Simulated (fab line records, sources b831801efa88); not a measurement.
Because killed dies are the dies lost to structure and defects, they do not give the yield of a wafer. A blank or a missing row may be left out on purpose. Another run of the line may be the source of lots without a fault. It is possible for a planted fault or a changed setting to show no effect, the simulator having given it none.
fab line records    flow sky130    part 2 of 2: steps 26 to 38 of 38
record lots=5  wafers=15  last-day=50
route steps=708 shown CONTACT@433 METAL1@434 VIA1@458
lots untouched by any fault: they come from a run of this same line in which no faults occurred
start-h: hours from the record's first day to the start of the lot's first wafer shown    wait-h: hours from the lot's prior step to this one    " repeats the value in the row above    L1.1+2: a row that stands for several wafers    - no value present, or no start provided    * or withheld: withheld    < > ~ a bound
route shown NAME@n: names a module that has steps shown in the file, with the first one's number in the route    usual: mean and standard deviation over wafers with no fault    same: alike in all rows    chamber/n: place in a boat    sites: each site's reading    _std_site: standard deviation of those values    _edge_site: outer sites' mean less inner sites'    radius-mm: how far each site lies from the wafer's centre    mask NAME#n: copy n    behind: tool/chamber where the wafer was last shaped    hold: what put the lot on hold/how long, in hours/how the hold closed    device: the n, p or np transistor that did not switch    end of line: the tests these same wafers got at the end of their route    where a step has no rows: the recipe by itself    killed: dies that structure and defects cost at the first sort, which is not the same as the wafer's yield    map: a wafer's dies, marking killed ones x, the rest . and places with no die _
set.NAME: the setting the step ran with; set.NAME@STEP: the setting that earlier step ran with    model.NAME: the simulator's own value behind a step, which no gauge read
lots seen at some steps along the route; tables by step, rows by wafer
services: a tool's chamber out of use, with start hour (start-h, from the record's first day; less than 0 if before it), hours out, and reason
## steps
# step SKY_VIA1_HDPCVD_00
# recipe material=SiO2  target-thk-nm=1030  sigma-open-frac=0.3  time-s=171.7  temp-c=400  sih4-flow-sccm=60  pressure-mtorr=6
# usual sih4-flow-sccm=59.97/0.18
lot.wafer  tool       chamber  start-h  wait-h  sih4-flow-sccm
L079.3     hdpcvd-01  1        804.46   0.0     59.99
L079.5     "          1        "        "       60.14
L079.6     "          0        "        "       60.02
L080.1     hdpcvd-01  1        808.37   0.0     60.05
L080.2     "          0        "        "       60.08
L080.5     "          2        "        "       60.11
L088.2     hdpcvd-02  0        867.89   0.0     60.27
L088.3     "          1        "        "       60.06
L088.5     "          2        "        "       60.01
L093.2     hdpcvd-01  1        907.82   0.0     59.73
L093.3     "          0        "        "       59.84
L093.6     "          2        "        "       60.01
L095.1     hdpcvd-01  2        920.25   0.0     60.17
L095.4     "          2        "        "       59.86
L095.6     "          1        "        "       59.82
# step SKY_VIA1_THK_MEAS_01
# recipe reads=SiO2_of_VIA1_HDPCVD_00
# usual VIA1_HDPCVD_THK=1036/9.2
lot.wafer  tool           chamber  start-h  wait-h  VIA1_HDPCVD_THK[nm]
L079.3     film-metro-01  -        804.59   0.1     1046
L079.5     "              -        "        "       1043
L079.6     "              -        "        "       1049
L080.1     film-metro-03  -        808.48   0.1     1050
L080.2     "              -        "        "       1032
L080.5     "              -        "        "       1047
L088.2     film-metro-02  -        868.01   0.1     1039
L088.3     "              -        "        "       1027
L088.5     "              -        "        "       1025
L093.2     film-metro-02  -        907.94   0.1     1038
L093.3     "              -        "        "       1032
L093.6     "              -        "        "       1018
L095.1     film-metro-01  -        920.36   0.1     1036
L095.4     "              -        "        "       1043
L095.6     "              -        "        "       1045
# step SKY_VIA1_CMP_02
# recipe material=SiO2  down-force-psi=4  platen-rpm=60  pad-velocity-m-s=0.94248
# usual motor-current-A=12.0/0.99
lot.wafer  tool    chamber  start-h  wait-h  motor-current-A
L079.3     cmp-02  0        804.80   0.2     12.5
L079.5     "       0        "        "       13.8
L079.6     "       1        "        "       12.0
L080.2     cmp-02  0        808.54   0.0     12.9
L080.1     "       2        "        "       10.9
L080.5     "       1        "        "       12.3
L088.2     cmp-02  0        868.06   0.0     13.3
L088.3     "       3        "        "       12.7
L088.5     "       1        "        "       12.3
L093.2     cmp-01  3        907.99   0.0     12.5
L093.3     "       1        "        "       11.1
L093.6     "       3        "        "       12.9
L095.4     cmp-02  2        920.47   0.1     10.9
L095.1     "       3        "        "       12.6
L095.6     "       2        "        "       11.8
# step SKY_VIA1_BOW_MEAS_03
# recipe mode=bow
# usual VIA1_BOW=80/7
lot.wafer  tool           chamber  start-h  wait-h  VIA1_BOW[um]
L079.3     film-metro-01  -        805.14   0.3     88
L079.5     "              -        "        "       82
L079.6     "              -        "        "       78
L080.1     film-metro-03  -        808.84   0.1     80
L080.2     "              -        "        "       78
L080.5     "              -        "        "       89
L088.2     film-metro-01  -        868.38   0.3     76
L088.3     "              -        "        "       90
L088.5     "              -        "        "       78
L093.2     film-metro-03  -        908.31   0.3     73
L093.3     "              -        "        "       72
L093.6     "              -        "        "       84
L095.1     film-metro-03  -        920.72   0.1     79
L095.4     "              -        "        "       76
L095.6     "              -        "        "       73
# step SKY_VIA1_DEHYDRATE_04
# recipe temp-c=200  time-s=60
lot.wafer   tool            chamber  start-h  wait-h
L079.3+5+6  litho-track-04  0        817.22   12.1
L080.1+2+5  litho-track-04  0        821.72   12.9
L088.2+3+5  litho-track-01  0        880.73   12.3
L093.2+3+6  litho-track-01  0        920.48   12.1
L095.1+4+6  litho-track-02  0        932.22   11.5
# step SKY_VIA1_HMDS_05
# recipe prime-time-s=60  prime-temp-c=120
# same prime-time-s=60
lot.wafer   tool            chamber  start-h  wait-h
L079.3+5+6  litho-track-04  0        817.37   0.1
L080.1+2+5  litho-track-04  0        821.87   0.1
L088.2+3+5  litho-track-01  0        880.88   0.1
L093.2+3+6  litho-track-01  0        920.63   0.1
L095.1+4+6  litho-track-02  0        932.37   0.1
# step SKY_VIA1_COAT_06
# recipe resist=BARC  temp-c=withheld  time-s=withheld  spin-rpm=3000  resist-thk-nm=60
# usual dispense-pressure-kPa=46.6/1.5
lot.wafer  tool            chamber  start-h  wait-h  dispense-pressure-kPa
L079.3     litho-track-04  0        817.52   0.1     49.1
L079.5     "               0        "        "       49.2
L079.6     "               0        "        "       49.1
L080.1     litho-track-04  0        822.02   0.1     49.2
L080.2     "               0        "        "       49.2
L080.5     "               0        "        "       49.1
L088.2     litho-track-01  0        881.03   0.1     46.1
L088.3     "               0        "        "       46.1
L088.5     "               0        "        "       46.1
L093.2     litho-track-01  0        920.78   0.1     46.1
L093.3     "               0        "        "       46.1
L093.6     "               0        "        "       46.1
L095.1     litho-track-02  0        932.52   0.1     45.3
L095.4     "               0        "        "       45.3
L095.6     "               0        "        "       45.2
# step SKY_VIA1_COAT_07
# recipe resist=KrF-thick  spin-rpm=3000  resist-thk-nm=450
# usual dispense-pressure-kPa=46.6/1.5
lot.wafer  tool            chamber  start-h  wait-h  dispense-pressure-kPa
L079.3     litho-track-04  0        -        -       49.2
L079.5     "               0        "        "       49.1
L079.6     "               0        "        "       49.1
L080.1     litho-track-04  0        -        -       49.1
L080.2     "               0        "        "       49.2
L080.5     "               0        "        "       49.2
L088.2     litho-track-01  0        -        -       46.2
L088.3     "               0        "        "       46.2
L088.5     "               0        "        "       46.2
L093.2     litho-track-01  0        -        -       46.2
L093.3     "               0        "        "       46.1
L093.6     "               0        "        "       46.2
L095.1     litho-track-02  0        -        -       45.3
L095.4     "               0        "        "       45.3
L095.6     "               0        "        "       45.3
# step SKY_VIA1_SOFTBAKE_08
# recipe temp-c=100  time-s=90  resist=KrF-thick
lot.wafer   tool            chamber  start-h  wait-h
L079.3+5+6  litho-track-04  0        -        -
L080.1+2+5  litho-track-04  0        -        -
L088.2+3+5  litho-track-01  0        -        -
L093.2+3+6  litho-track-01  0        -        -
L095.1+4+6  litho-track-02  0        -        -
# step SKY_VIA1_EXPOSE_09
# recipe mask-id=VIM  na=0.8  source-shape=annular  sigma-inner=0.55  sigma-outer=0.85  target-cd-nm=150  dose-mj=38.94
# usual reticle-temp-C=22.99/0.1
lot.wafer  tool            chamber  start-h  wait-h  mask   reticle-temp-C
L079.3     krf-scanner-02  0        -        -       VIM#0  22.95
L079.5     "               0        "        "       VIM#0  23.09
L079.6     "               0        "        "       VIM#0  23.14
L080.1     krf-scanner-02  0        -        -       VIM#0  23.08
L080.2     "               0        "        "       VIM#0  23.00
L080.5     "               0        "        "       VIM#0  22.99
L088.2     krf-scanner-01  0        -        -       VIM#0  22.99
L088.3     "               0        "        "       VIM#0  22.86
L088.5     "               0        "        "       VIM#0  22.98
L093.2     krf-scanner-01  0        -        -       VIM#0  22.92
L093.3     "               0        "        "       VIM#0  22.86
L093.6     "               0        "        "       VIM#0  23.01
L095.1     krf-scanner-02  0        -        -       VIM#0  22.76
L095.4     "               0        "        "       VIM#0  22.91
L095.6     "               0        "        "       VIM#0  22.95
# step SKY_VIA1_PEB_10
# recipe peb-temp-c=withheld  peb-time-s=withheld  resist=KrF-thick
lot.wafer   tool            chamber  start-h  wait-h
L079.3+5+6  litho-track-02  0        -        -
L080.1+2+5  litho-track-02  0        -        -
L088.2+3+5  litho-track-01  0        -        -
L093.2+3+6  litho-track-04  0        -        -
L095.1+4+6  litho-track-02  0        -        -
# step SKY_VIA1_DEVELOP_11
# recipe develop-time-s=60  resist=KrF-thick  dev-temp-c=21
# same develop-time-s=60
lot.wafer   tool            chamber  start-h  wait-h
L079.3+5+6  litho-track-02  0        -        -
L080.1+2+5  litho-track-02  0        -        -
L088.2+3+5  litho-track-01  0        -        -
L093.2+3+6  litho-track-04  0        -        -
L095.1+4+6  litho-track-02  0        -        -
# step SKY_VIA1_CD_MEAS_12
# recipe target-cd-nm=150
# usual cd-nm=150.6/1.8
lot.wafer  tool       chamber  start-h  wait-h  cd-nm
L079.3     cd-sem-01  -        831.10   -       152.0
L079.5     "          -        "        "       152.7
L079.6     "          -        "        "       151.3
L080.1     cd-sem-01  -        835.71   -       151.2
L080.2     "          -        "        "       148.4
L080.5     "          -        "        "       149.2
L088.2     cd-sem-01  -        894.28   -       148.2
L088.3     "          -        "        "       151.0
L088.5     "          -        "        "       149.8
L093.2     cd-sem-01  -        932.78   -       150.7
L093.3     "          -        "        "       150.7
L093.6     "          -        "        "       152.2
L095.1     cd-sem-01  -        944.88   -       151.0
L095.4     "          -        "        "       151.0
L095.6     "          -        "        "       151.5
## services
tool            chamber  start-h  hours  kind
krf-scanner-01  -        757.70   0.8    pm
krf-scanner-01  -        764.13   1.5    repair
krf-scanner-01  -        765.91   1.0    pm
wet-bench-03    -        774.97   3.8    repair
pvd-sputter-02  -        781.04   8.3    repair
cmp-01          -        783.61   0.6    repair
cmp-01          -        785.66   4.0    pm
krf-scanner-01  -        787.23   1.3    pm
krf-scanner-01  -        789.63   0.4    repair
rie-metal-04    -        792.16   2.8    pm
cmp-01          -        794.37   18.9   pm
cmp-02          -        797.39   0.8    repair
krf-scanner-01  -        804.65   5.2    repair
wet-bench-03    -        840.83   11.8   repair
cmp-02          -        843.65   5.6    pm
pvd-sputter-02  -        848.31   1.7    repair
cmp-02          -        878.31   2.4    repair
cmp-02          -        889.56   1.7    repair
rie-metal-04    -        890.87   1.4    pm
cmp-01          -        897.71   6.7    pm
cmp-01          -        910.08   3.5    repair
wet-bench-03    -        914.68   1.7    repair
krf-scanner-01  -        930.51   0.8    pm
krf-scanner-01  -        934.86   1.0    pm
